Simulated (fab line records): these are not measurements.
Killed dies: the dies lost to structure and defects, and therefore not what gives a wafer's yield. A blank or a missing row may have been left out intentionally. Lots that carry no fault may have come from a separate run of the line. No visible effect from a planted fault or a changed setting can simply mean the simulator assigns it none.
fab line records    flow gf180mcu
record lots=5  wafers=15  lastDay=33
route steps=602 shown NWELL@46 LVPWELL@54 MVSD@66
lots that met no fault: from a run of the same line without faults
startH: hours from the record's first day to the start of the lot's first wafer shown    waitH: time in hours since the lot's previous step    " repeats the value in the row above    L1.1+2: a single row standing in for several wafers    - either no value or no given start    * or withheld: withheld    < > ~ a bound
route shown NAME@n: names a module that has steps shown in the file, with the first one's number in the route    usual: the fault-free wafers' mean and standard deviation    same: alike in all rows    chamber/n: place in a boat    sites: each site's reading    _std_site: the values' standard deviation    _edge_site: mean of outer sites minus mean of inner sites    radiusMm: for every site, how far away it sits from the centre of the wafer    mask NAME#n: copy n    behind: tool/chamber where the wafer was last shaped    hold: cause of the lot's hold/its duration in hours/its outcome    device: transistor that didn't switch, given as n, p or np    end of line: at the end of the route, the tests of the same wafers    a step given without rows: its recipe and nothing more    killed: at the first sort, the dies lost to defects and structure; wafer yield is something else    map: the dies of a wafer, with x for killed, . for not killed, _ for no die there
set.NAME: the setting the step ran with; set.NAME@STEP: the setting that earlier step ran with    model.NAME: the simulator's own value behind a step, which no gauge read
lots at selected steps of the route; one table per step, one row per wafer
services: a tool's chamber out of use, with start hour (startH, from the record's first day; less than 0 if before it), hours out, and reason
## steps
# step GF_NWELL_EXPOSE_04
# recipe maskId=Nwell  targetCdNm=860  na=0.6  sourceShape=conventional  sigmaOuter=0.6  doseMj=260
# step GF_NWELL_PEB_05
# recipe tempC=115  timeS=withheld
# step GF_NWELL_DEVELOP_06
# recipe wallAngleDeg=90  developTimeS=57.94  devTempC=23
# step GF_NWELL_OVL_MEAS_07
# usual NWELL_OVL=0.1/1.7
lot.wafer  tool        chamber  startH  waitH  NWELL_OVL[nm]
L838.2     overlay-02  -        65.82   -      -1.4
L838.5     "           -        "       "      -0.1
L838.6     "           -        "       "      1.0
L842.1     overlay-02  -        90.61   -      0.2
L842.2     "           -        "       "      -0.7
L842.5     "           -        "       "      -0.2
L848.2     overlay-01  -        119.01  -      1.3
L848.4     "           -        "       "      3.6
L848.6     "           -        "       "      3.6
L850.1     overlay-01  -        131.72  -      -1.4
L850.4     "           -        "       "      -1.3
L850.6     "           -        "       "      -1.0
L851.2     overlay-02  -        137.21  -      0.9
L851.3     "           -        "       "      -0.4
L851.5     "           -        "       "      1.4
# step GF_NWELL_IMPLANT_08
# recipe species=P  energyKev=450  doseCm2=1.5e+13  tiltDeg=0
# step GF_NWELL_IMPLANT_09
# recipe species=P  energyKev=160  doseCm2=4e+12  tiltDeg=0
# step GF_NWELL_STRIP_10
# recipe chemistry=O2/N2  powerW=1400  pressureMtorr=1500  platenTempC=250  o2FlowSccm=3000  n2FlowSccm=300  overashFraction=0.5
# usual drypumpMotorCurrentA=5.6/0.43  heaterPowerW=344/44  oesProductAu=0.722/0.0048  stripTimeToEndpointS=37.06/0.11
lot.wafer  tool            chamber  startH  waitH  drypumpMotorCurrentA  heaterPowerW  oesProductAu  rfHoursCounterH  stripTimeToEndpointS
L838.2     plasmaAsher-04  0        66.15   0.1    4.9                   383           0.721         26               36.96
L838.5     "               1        "       "      5.9                   304           0.722         -                36.89
L838.6     "               0        "       "      4.9                   389           0.723         -                36.85
L842.1     plasmaAsher-04  1        90.95   0.1    6.0                   307           0.727         29               36.96
L842.2     "               0        "       "      4.9                   380           0.722         29               37.06
L842.5     "               1        "       "      5.9                   297           0.719         -                37.09
L848.2     plasmaAsher-02  0        119.34  0.1    5.8                   426           0.725         50               37.18
L848.4     "               0        "       "      5.8                   426           0.723         -                36.90
L848.6     "               1        "       "      6.2                   300           0.725         -                37.00
L850.1     plasmaAsher-02  1        132.05  0.1    6.2                   293           0.726         52               37.25
L850.4     "               0        "       "      5.8                   432           0.725         -                37.09
L850.6     "               0        "       "      5.7                   429           0.721         -                37.27
L851.2     plasmaAsher-01  1        137.54  0.1    5.7                   329           0.722         2                37.02
L851.3     "               1        "       "      5.7                   344           0.719         -                36.97
L851.5     "               1        "       "      5.7                   343           0.715         -                36.98
# step GF_NWELL_TW_MEAS_11
# usual NWELL_TW=1573/21
lot.wafer  tool          chamber  startH  waitH  NWELL_TW
L838.2     filmMetro-01  -        66.26   0.1    1592
L838.5     "             -        "       "      1599
L838.6     "             -        "       "      1591
L842.1     filmMetro-03  -        91.05   0.1    1528
L842.2     "             -        "       "      1521
L842.5     "             -        "       "      1525
L848.2     filmMetro-01  -        119.45  0.1    1589
L848.4     "             -        "       "      1589
L848.6     "             -        "       "      1584
L850.1     filmMetro-01  -        132.15  0.1    1588
L850.4     "             -        "       "      1587
L850.6     "             -        "       "      1590
L851.2     filmMetro-01  -        137.65  0.1    1592
L851.3     "             -        "       "      1585
L851.5     "             -        "       "      1582
# step GF_LVPWELL_DEHYDRATE_00
# recipe tempC=200  timeS=60
# step GF_LVPWELL_HMDS_01
# recipe primeTimeS=60  primeTempC=120
# step GF_LVPWELL_COAT_02
# recipe spinRpm=2000  resistThkNm=3000
# step GF_LVPWELL_SOFTBAKE_03
# recipe tempC=110  timeS=withheld
# step GF_LVPWELL_EXPOSE_04
# recipe maskId=LVPWELL  targetCdNm=600  na=0.6  sourceShape=conventional  sigmaOuter=0.6  doseMj=260
# same na=0.6
lot.wafer   tool             chamber  startH  waitH  mask
L838.2+5+6  ilineStepper-01  0        72.71   -      LVPWELL#0
L842.1+2+5  ilineStepper-01  0        98.51   -      LVPWELL#0
L848.2+4+6  ilineStepper-02  0        127.38  -      LVPWELL#0
L850.1+4+6  ilineStepper-02  0        139.92  -      Nwell#0
L851.2+3+5  ilineStepper-01  0        145.94  -      LVPWELL#0
# step GF_LVPWELL_PEB_05
# recipe tempC=115  timeS=withheld
# step GF_LVPWELL_DEVELOP_06
# recipe wallAngleDeg=90  developTimeS=60  devTempC=23
# step GF_LVPWELL_OVL_MEAS_07
# usual LVPWELL_OVL=-0.1/1.6
lot.wafer  tool        chamber  startH  waitH  LVPWELL_OVL[nm]
L838.2     overlay-02  -        78.84   -      -3.5
L838.5     "           -        "       "      -2.3
L838.6     "           -        "       "      -0.6
L842.1     overlay-01  -        105.07  -      0.6
L842.2     "           -        "       "      -1.4
L842.5     "           -        "       "      0.4
L848.2     overlay-02  -        134.91  -      -0.2
L848.4     "           -        "       "      -3.0
L848.6     "           -        "       "      -1.2
L850.1     overlay-01  -        147.70  -      -
L850.4     "           -        "       "      -
L850.6     "           -        "       "      -
L851.2     overlay-02  -        154.04  -      1.6
L851.3     "           -        "       "      -0.5
L851.5     "           -        "       "      -0.3
# step GF_LVPWELL_IMPLANT_08
# recipe species=B  energyKev=170  doseCm2=1.5e+13  tiltDeg=0
# step GF_LVPWELL_IMPLANT_09
# recipe species=B  energyKev=60  doseCm2=5e+12  tiltDeg=0
# step GF_LVPWELL_STRIP_10
# recipe chemistry=O2/N2  powerW=1400  pressureMtorr=1500  platenTempC=250  o2FlowSccm=3000  n2FlowSccm=300  overashFraction=0.5
# usual drypumpMotorCurrentA=5.7/0.54  heaterPowerW=320/37  oesProductAu=0.723/0.0044  stripTimeToEndpointS=37.06/0.09
lot.wafer  tool            chamber  startH  waitH  drypumpMotorCurrentA  heaterPowerW  oesProductAu  rfHoursCounterH  stripTimeToEndpointS
L838.2     plasmaAsher-01  1        79.17   0.1    5.7                   324           0.727         44               37.11
L838.5     "               0        "       "      5.2                   330           0.719         -                37.06
L838.6     "               1        "       "      5.7                   330           0.718         -                37.11
L842.1     plasmaAsher-03  1        105.40  0.1    6.6                   280           0.717         39               37.01
L842.2     "               0        "       "      5.7                   286           0.721         39               36.99
L842.5     "               1        "       "      6.6                   283           0.721         -                36.91
L848.2     plasmaAsher-03  0        135.24  0.1    5.7                   290           0.723         42               37.05
L848.4     "               1        "       "      6.6                   282           0.724         -                37.02
L848.6     "               0        "       "      5.7                   293           0.721         -                36.95
L850.1     plasmaAsher-04  0        148.04  0.1    4.9                   380           0.726         35               37.08
L850.4     "               1        "       "      5.9                   306           0.721         -                36.95
L850.6     "               1        "       "      5.9                   303           0.721         -                37.05
L851.2     plasmaAsher-04  0        154.37  0.1    4.9                   379           0.722         35               37.04
L851.3     "               1        "       "      5.9                   297           0.714         -                37.03
L851.5     "               1        "       "      5.9                   301           0.724         -                37.05
# step GF_LVPWELL_TW_MEAS_11
# usual LVPWELL_TW=558/8.7
lot.wafer  tool          chamber  startH  waitH  LVPWELL_TW
L838.2     filmMetro-02  -        79.28   0.1    562
L838.5     "             -        "       "      559
L838.6     "             -        "       "      558
L842.1     filmMetro-03  -        105.50  0.1    548
L842.2     "             -        "       "      549
L842.5     "             -        "       "      546
L848.2     filmMetro-02  -        135.35  0.1    563
L848.4     "             -        "       "      563
L848.6     "             -        "       "      562
L850.1     filmMetro-03  -        148.14  0.1    29
L850.4     "             -        "       "      29
L850.6     "             -        "       "      29
L851.2     filmMetro-03  -        154.48  0.1    541
L851.3     "             -        "       "      542
L851.5     "             -        "       "      543
# step GF_MVSD_DEHYDRATE_00
# recipe tempC=200  timeS=60
## services
tool            chamber  startH  hours  kind
plasmaAsher-01  -        63.91   1.0    repair
plasmaAsher-04  -        69.10   2.2    repair
plasmaAsher-02  -        87.36   1.0    repair
plasmaAsher-01  -        106.52  1.2    repair
plasmaAsher-01  -        108.75  9.0    pm
plasmaAsher-01  0        108.75  9.0    ventCycle
plasmaAsher-01  1        108.75  9.0    ventCycle
plasmaAsher-01  0        117.75  -      clean
plasmaAsher-01  1        117.75  -      clean
plasmaAsher-03  -        136.85  0.4    repair
## key
firstSign step=GF_LVPWELL_EXPOSE_04  reading=mask  direction=changed
effect step=GF_LVPWELL_OVL_MEAS_07  reading=LVPWELL_OVL  direction=missing
effect step=GF_LVPWELL_TW_MEAS_11  reading=LVPWELL_TW  direction=down  sigmas=61  usual=558  struck=29
metAt GF_LVPWELL_EXPOSE_04
struckWafers L850.1,L850.4,L850.6
sortLeftOut L850.1,L850.4,L850.6
testerLeftOut L850
onsetBetween 127.38 139.92
fault kind=wrongMask  tool=any  chamber=-  onsetH=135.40  steps=GF_LVPWELL_EXPOSE_04  auxCopy=Nwell#0  scope=struckLotsOnly
# testerLeftOut: of these lots the tester's yield and bins aren't shown, on N5 and GAA mostly nor the transistor test; their killed dies are dies lost to structure and defects alone, not to doping, threshold or leakage, so they don't give the yield
# sortLeftOut: the simulated sort isn't trusted on such a fault, so these wafers' sort isn't shown, and their yield isn't known
